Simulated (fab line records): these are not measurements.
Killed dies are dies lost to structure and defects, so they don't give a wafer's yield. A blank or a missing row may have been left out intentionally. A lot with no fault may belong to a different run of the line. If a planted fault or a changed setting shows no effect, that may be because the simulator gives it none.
Which tool did it? + flow gf180mcu + route of 602 steps, sampled at 1 step: 12 lots, 36 wafers

WHAT EACH GAUGE READ, for each wafer
GF_STI_THK_MEAS_30.
| lot  | measured    | on           | STI_OXIDATION_02_THK (nm) |
|------|-------------|--------------|---------------------------|
| L075 | day 2 11:11 | filmMetro-01 | 10.25 10.12 10.31         |
| L077 | day 2 20:49 | filmMetro-04 | 10.08 10.06 9.88          |
| L079 | day 3 07:44 | filmMetro-02 | 10.05 10.19 10.16         |
| L081 | day 3 17:24 | filmMetro-01 | 10.44 10.52 10.50         |
| L083 | day 4 04:06 | filmMetro-04 | 9.65 9.89 9.71            |
| L085 | day 4 15:51 | filmMetro-01 | 10.27 10.26 10.49         |
| L087 | day 5 00:22 | filmMetro-04 | 9.82 9.83 9.89            |
| L089 | day 5 11:26 | filmMetro-02 | 9.77 9.63 9.69            |
| L091 | day 5 21:59 | filmMetro-01 | 9.71 9.64 9.66            |
| L093 | day 6 08:43 | filmMetro-02 | 9.92 10.00 9.86           |
| L095 | day 6 17:55 | filmMetro-04 | 9.90 9.82 10.01           |
| L097 | day 7 05:53 | filmMetro-02 | 9.75 9.81 9.59            |

TOOL THAT RAN EACH LOT (tool first, then ch and the chambers of the sampled wafers, then the start)
Record: no process step prior to these readings.

THE ANSWER, worked out from the rows above alone
Rule: the usual values come from the lots themselves. The widest of any qualifying gaps counts: lots, ordered by their means at a reading, are off when they make up no more than a third of the lots, leave a main group of 4 or more, and stand apart from it by 3 or more times the standard deviation of that group's means. A main group whose means are all the same, to the digits that the tables above print for the reading, isn't used. Also off: a lot with no number at a reading for which 4 or more lots have one. All remaining lots with rows at the step are treated as sound.
None of the lots is off at any reading shown; this tells nothing.

WHAT WAS PUT IN BY THE SIMULATOR
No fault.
